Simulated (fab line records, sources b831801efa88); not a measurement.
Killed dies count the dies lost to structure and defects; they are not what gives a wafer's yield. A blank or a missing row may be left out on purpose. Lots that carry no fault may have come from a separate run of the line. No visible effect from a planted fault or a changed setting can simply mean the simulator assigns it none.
Struck lot and sound lot, side by side    flow sky130    15 out of 708 route steps
Sound: wafers L477.3, L477.4, L477.6. The struck wafers were L486.1, L486.2, L486.5. The cause comes at the end.
For every step that has rows: the tool of each side, followed by ch and its chambers, followed by its first start. Under that, the readings that differ: sound wafers    struck wafers    difference of the means    sigmas: that difference in standard deviations of wafers without a fault.
alike: words and numbers the same on both sides, and readings whose means are apart by under 2 such deviations; not compared: readings that were withheld, readings missing a value for some wafer, numbers with overlapping values and no deviation given by the record, and bounds like >300 which may hide the same value.
The two part at a step that has a row with sigmas, a row that says differs or no value, or rows on one side only. Numbers that have no deviation but don't overlap get no sigmas and don't part them. A reading that every wafer of one side lacks parts them only if that side has two wafers or more.

SKY_LDD_HVN_OVL_MEAS_07:
  sound on overlay-02, day 21 11:31; struck on overlay-02, day 25 01:55
  alike: LDD_HVN_OVL
following that, these wafers have no rows for 1 step: SKY_LDD_HVN_IMPLANT_08.
SKY_LDD_HVN_STRIP_09: strips in O2/N2.
  sound on plasma_asher-04 ch 0,1, day 21 11:44; struck on plasma_asher-03 ch 0,1, day 25 02:06
  alike: drypump_motor_current_A, oes_product_au, strip_time_to_endpoint_s
  not compared: rf_hours_counter_h
SKY_LDD_HVN_TW_MEAS_10:
  sound on film_metro-02, day 21 11:49; struck on film_metro-02, day 25 02:12
  alike: LDD_HVN_TW
then, 7 steps without rows for these wafers: SKY_LDD_HVP_DEHYDRATE_00 (time 60 s); SKY_LDD_HVP_HMDS_01 (prime time 60 s); SKY_LDD_HVP_COAT_02 (resist thk 300 nm); SKY_LDD_HVP_SOFTBAKE_03 (time 60 s); SKY_LDD_HVP_EXPOSE_04 (exposes mask HVPTM, target cd 700 nm); SKY_LDD_HVP_PEB_05; SKY_LDD_HVP_DEVELOP_06 (develop time 60 s).
SKY_LDD_HVP_OVL_MEAS_07:
  sound on overlay-02, day 22 18:07; struck on overlay-02, day 26 06:58
  alike: LDD_HVP_OVL
SKY_LDD_HVP_IMPLANT_08:
  sound on implanter-01 ch 0, day 22 18:11; struck on implanter-01 ch 0, day 26 07:00
reading             sound                             struck                            difference   sigmas
dose_ions_cm2       1.6995e+13 1.6975e+13 1.6996e+13  1.4832e+13 1.4829e+13 1.4828e+13  -2.1590e+12  -99 or more
faraday_current_uA  95.8 95.3 96.3                    85.9 80.4 85.1                    -12.0        -6
SKY_LDD_HVP_STRIP_09: strips in O2/N2.
  sound on plasma_asher-04 ch 0,1, day 22 18:20; struck on plasma_asher-01 ch 0,1, day 26 07:09
reading                      sound        struck       difference  sigmas
drypump_motor_current_A (A)  5.2 4.7 4.7  5.5 6.0 6.0  +1.0        +2
  alike: oes_product_au, strip_time_to_endpoint_s
  not compared: rf_hours_counter_h
-- a jump in the record: the struck wafers' starts before and after are 23 days apart (it breaks off in module LDD_HVP and resumes in module PAD_OPEN, where the first step shown is number 708 of the route) --
SKY_PAD_OPEN_PROBE_99:
  sound on prober-01, day 46 17:40; struck on prober-02, day 49 00:38
reading                         sound           struck          difference  sigmas
model.etest.tip_p_5v.rs_ohm_sq  2878 2866 2878  3158 3161 3168  +288        
  alike: killed_at_M0_to_M3, killed_at_M4_up, killed_at_contacts, killed_at_front_end, killed_at_other, killed_dies, killed_open, killed_short

== WHERE THEY PART ==
Earliest at SKY_LDD_HVP_IMPLANT_08; latest, in this record, at SKY_LDD_HVP_STRIP_09. Later steps at which nothing parts them and some readings are alike: SKY_PAD_OPEN_PROBE_99.

WHY: the cause the simulator had injected
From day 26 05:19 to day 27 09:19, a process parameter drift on implanter-01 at SKY_LDD_HVP_IMPLANT_08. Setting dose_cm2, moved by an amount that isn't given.
